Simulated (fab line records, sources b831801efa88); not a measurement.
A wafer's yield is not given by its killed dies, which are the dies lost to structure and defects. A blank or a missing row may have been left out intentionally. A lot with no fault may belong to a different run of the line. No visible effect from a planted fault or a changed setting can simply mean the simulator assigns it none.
Which tool was responsible?    flow gf180mcu    Sampling: 12 lots, 36 wafers, 6 of 602 route steps

WHAT EACH GAUGE READ, for each wafer
GF_STI_THK_MEAS_04. Usual: STI_CVD_03_THK 207.0 nm, standard deviation 2.1.
lot   measured     on             STI_CVD_03_THK (nm)  flag
L615  day 1 19:30  film metro-04  207.9 207.4 207.6    
L616  day 2 03:15  film metro-03  208.6 207.0 209.7    
L618  day 2 09:34  film metro-03  209.5 209.1 210.4    
L619  day 2 14:34  film metro-03  205.0 204.6 205.6    
L622  day 3 05:35  film metro-04  207.2 207.4 207.5    
L625  day 3 20:34  film metro-04  206.1 208.1 208.3    
L626  day 4 02:46  film metro-03  202.8 202.2 203.0    
L629  day 4 17:42  film metro-01  205.3 208.4 206.6    
L630  day 4 22:47  film metro-03  208.1 209.1 210.6    
L633  day 5 13:49  film metro-01  204.4 204.1 203.8    
L635  day 5 22:35  film metro-04  205.1 206.5 208.7    
L636  day 6 04:58  film metro-03  210.3 207.5 209.1    

GF_VT_IMPLANT_RS_MEAS_48: measures by four-point-probe. Usual: LVPWELL_RS 1197 ohm/sq, standard deviation 3.1.
lot   measured      on             LVPWELL_RS (ohm/sq)            flag
L615  day 7 20:56   film metro-04  1198 1196 1198                 
L616  day 8 08:15   film metro-01  1193 1194 1194                 
L618  day 8 15:38   film metro-04  1194 1192 1196                 
L619  day 8 23:10   film metro-01  1201 1200 1200                 
L622  day 9 21:44   film metro-01  1191 1194 1192                 
L625  day 10 16:29  film metro-02  1201 1201 1201                 
L626  day 11 00:49  film metro-02  1195 1193 1193                 
L629  day 11 18:56  film metro-04  1245 1243 1242 1245 1243 1240  OFF
L630  day 12 01:34  film metro-01  1245 1245 1250 1247 1246 1247  OFF
L633  day 12 22:16  film metro-04  1195 1199 1197                 
L635  day 13 13:05  film metro-02  1200 1195 1197                 
L636  day 13 17:15  film metro-02  1200 1197 1200                 

GF_VT_IMPLANT_RS_MEAS_49: measures by four-point-probe. Usual: MVPSD_RS 1178 ohm/sq, standard deviation 3.1.
lot   measured      on             MVPSD_RS (ohm/sq)  flag
L615  day 7 21:03   film metro-04  1178 1182 1181     
L616  day 8 08:22   film metro-01  1187 1182 1185     
L618  day 8 15:46   film metro-04  1177 1178 1176     
L619  day 8 23:17   film metro-01  1176 1179 1181     
L622  day 9 21:51   film metro-01  1177 1177 1175     
L625  day 10 16:37  film metro-02  1180 1182 1180     
L626  day 11 00:56  film metro-02  1179 1179 1179     
L629  day 11 20:57  film metro-04  1174 1176 1174     
L630  day 12 02:53  film metro-01  1179 1177 1176     
L633  day 12 22:23  film metro-04  1173 1175 1178     
L635  day 13 13:12  film metro-02  1179 1177 1176     
L636  day 13 17:22  film metro-02  1181 1181 1180     

TOOL THAT RAN EACH LOT (tool first, then ch and the chambers of the sampled wafers, then the start)
lot   GF_STI_ETCH_13                     GF_STI_ETCH_14                   GF_LVPWELL_IMPLANT_08
L615  rie diel-04 ch 0,1,3, day 2 06:58  rie si-02 ch 0,1,3, day 2 07:03  implanter-02 ch 0, day 4 02:02
L616  rie diel-01 ch 1,2, day 2 15:31    rie si-02 ch 0,2,3, day 2 15:36  implanter-01 ch 0, day 4 13:02
L618  rie diel-01 ch 1,2,3, day 2 22:07  rie si-01 ch 0,1,3, day 2 22:12  implanter-02 ch 0, day 4 19:14
L619  rie diel-04 ch 0,1,3, day 3 02:46  rie si-01 ch 1,2, day 3 02:51    implanter-03 ch 0, day 5 00:38
L622  rie diel-04 ch 1,2, day 3 18:52    rie si-02 ch 1,2,3, day 3 18:57  implanter-01 ch 0, day 5 19:25
L625  rie diel-04 ch 0,1,2, day 4 10:04  rie si-01 ch 1,2,3, day 4 10:09  implanter-03 ch 0, day 6 11:17
L626  rie diel-04 ch 2,3, day 4 16:28    rie si-02 ch 2,3, day 4 16:33    implanter-01 ch 0, day 6 17:29
L629  rie diel-02 ch 0,2,3, day 5 08:13  rie si-01 ch 0,1,2, day 5 08:18  implanter-02 ch 0, day 7 09:14
L630  rie diel-02 ch 0,1,3, day 5 12:49  rie si-01 ch 2,3, day 5 12:54    implanter-02 ch 0, day 7 15:19
L633  rie diel-01 ch 0,1,3, day 6 04:22  rie si-02 ch 2,3, day 6 04:27    implanter-01 ch 0, day 8 07:56
L635  rie diel-02 ch 0,2,3, day 6 14:16  rie si-01 ch 0,1,3, day 6 14:21  implanter-03 ch 0, day 8 20:26
L636  rie diel-02 ch 0,1,3, day 6 19:46  rie si-01 ch 1,2,3, day 6 19:51  implanter-01 ch 0, day 9 00:25
- GF_STI_ETCH_13: etches the open film in CHF3/O2, stops on Si, target depth 282.31 nm, time 112.9 s.
- GF_STI_ETCH_14: etches Si in HBr/Cl2/O2, target depth 360 nm, time 102.9 s.
- GF_LVPWELL_IMPLANT_08

WHAT THE TOOLS THEMSELVES READ (means of the sampled wafers that have a number; where no wafer has one, the mark that the record gives instead)
GF_STI_ETCH_13. Usual: drypump motor current A 5.6 A, standard deviation 0.49; oes product au 0.832 a.u., standard deviation 0.0067; throttle valve pct 8.810 %, standard deviation 0.0098.
lot   tool         drypump motor current A (A)  oes product au (a.u.)  throttle valve pct (%)  flag
L615  rie diel-04  5.5                          0.833                  8.806                   
L616  rie diel-01  5.7                          0.838                  8.807                   
L618  rie diel-01  6.0                          0.840                  8.810                   
L619  rie diel-04  5.5                          0.827                  8.816                   
L622  rie diel-04  5.6                          0.837                  8.811                   
L625  rie diel-04  5.5                          0.834                  8.810                   
L626  rie diel-04  5.2                          0.823                  8.808                   
L629  rie diel-02  5.8                          0.830                  8.805                   
L630  rie diel-02  5.8                          0.837                  8.813                   
L633  rie diel-01  5.8                          0.825                  8.804                   
L635  rie diel-02  5.8                          0.833                  8.807                   
L636  rie diel-02  5.8                          0.837                  8.803                   

GF_STI_ETCH_14. Usual: drypump motor current A 5.83 A, standard deviation 0.22; oes product au 1.003 a.u., standard deviation 0.0097; throttle valve pct 25.655 %, standard deviation 0.0098.
lot   tool       drypump motor current A (A)  oes product au (a.u.)  throttle valve pct (%)  flag
L615  rie si-02  5.60                         1.001                  25.656                  
L616  rie si-02  5.85                         0.998                  25.648                  
L618  rie si-01  5.87                         1.004                  25.655                  
L619  rie si-01  6.00                         1.008                  25.654                  
L622  rie si-02  5.66                         1.008                  25.652                  
L625  rie si-01  5.93                         0.999                  25.657                  
L626  rie si-02  5.79                         1.014                  25.652                  
L629  rie si-01  5.90                         1.004                  25.656                  
L630  rie si-01  6.06                         1.005                  25.649                  
L633  rie si-02  5.79                         1.005                  25.652                  
L635  rie si-01  5.83                         1.007                  25.655                  
L636  rie si-01  5.97                         0.997                  25.659                  

GF_LVPWELL_IMPLANT_08. Usual: beam energy keV 170.00, standard deviation 0.053.
lot   tool          beam energy keV  flag
L615  implanter-02  170.00           
L616  implanter-01  170.03           
L618  implanter-02  169.99           
L619  implanter-03  169.97           
L622  implanter-01  170.02           
L625  implanter-03  170.03           
L626  implanter-01  170.02           
L629  implanter-02  140.08           OFF
L630  implanter-02  140.09           OFF
L633  implanter-01  170.09           
L635  implanter-03  170.06           
L636  implanter-01  169.99           

THE ANSWER, worked out from the rows above alone
Rule: lot off if the mean of its wafers having a number is beyond 3 standard deviations from the usual mean. A lot without any number at a reading at which 4 lots or more have one is off too. The other lots that the step has rows for count as sound. First the gauges in route order, then the tools' own readings, where a lot's mean is used as printed above. The first step at which some lot is off is used, and at that step the reading that is off furthest; a lot without a number counts as furthest.
Off: L629, L630, at GF_VT_IMPLANT_RS_MEAS_48 (LVPWELL_RS).
If a tool, at a process step before that reading, ran all the lots that are off and no sound lot after the first of them, it fits. The gauges at GF_VT_IMPLANT_RS_MEAS_48 aren't tried: what is off there is off at GF_LVPWELL_IMPLANT_08 too, on other tools, and a gauge's error can't cause that. One candidate fits, namely implanter-02 at GF_LVPWELL_IMPLANT_08. A fault onset in the window from L618 (day 4 19:14, its last sound lot) to L629 (day 7 09:14, its first lot off) fits.
The tool's own readings at GF_LVPWELL_IMPLANT_08 bear it out: on the lots that are off they differ by more than 5 times the standard deviation of the sound lots' means. beam energy keV reads 140.09 there against 170.02 on the sound lots.

WHAT THE SIMULATOR HAD PUT IN
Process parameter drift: implanter-02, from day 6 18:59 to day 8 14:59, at GF_LVPWELL_IMPLANT_08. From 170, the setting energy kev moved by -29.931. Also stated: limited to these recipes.
Shown lots that were struck: L629, L630. The rule above found the same.
